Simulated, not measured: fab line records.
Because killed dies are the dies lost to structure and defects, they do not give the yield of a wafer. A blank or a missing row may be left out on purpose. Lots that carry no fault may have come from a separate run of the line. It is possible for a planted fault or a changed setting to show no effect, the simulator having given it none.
Which tool is to blame?	flow gf180mcu	36 wafers sampled from 12 lots at 1 step of a route of 602

WHAT THE GAUGES SHOWED, per wafer
GF_STI_THK_MEAS_22.
lot	measured	on	STI_OXIDATION_01_THK (nm)
L075	day 2 09:55	film_metro-03	15.7 15.4 15.6
L077	day 2 18:32	film_metro-03	15.1 15.3 15.2
L079	day 3 04:49	film_metro-03	14.6 15.0 14.7
L081	day 3 15:26	film_metro-03	15.6 15.5 15.7
L083	day 4 01:34	film_metro-03	15.0 15.2 14.8
L085	day 4 12:32	film_metro-01	15.3 15.0 14.9
L087	day 5 00:02	film_metro-03	15.1 15.1 15.0
L089	day 5 09:22	film_metro-01	15.4 15.3 15.3
L091	day 5 18:23	film_metro-03	14.7 14.6 14.9
L093	day 6 05:25	film_metro-03	14.5 14.3 14.3
L095	day 6 17:10	film_metro-01	14.6 14.3 14.6
L097	day 7 05:01	film_metro-02	15.2 14.8 14.9

TOOL THAT RAN EACH LOT (tool first, then ch and the chambers of the sampled wafers, then the start)
The record holds no process step before these readings.

THE ANSWER, worked out from the rows above alone
Rule: the usual values come from the lots themselves. The widest of any qualifying gaps counts: lots, ordered by their means at a reading, are off when they make up no more than a third of the lots, leave a main group of 4 or more, and stand apart from it by 3 or more times the standard deviation of that group's means. A main group whose means are all the same, to the digits that the tables above print for the reading, isn't used. A lot without any number at a reading at which 4 lots or more have one is off too. The other lots that the step has rows for count as sound.
Nothing can be told from this: no lot is off at any reading shown.

WHAT THE SIMULATOR HAD INSERTED
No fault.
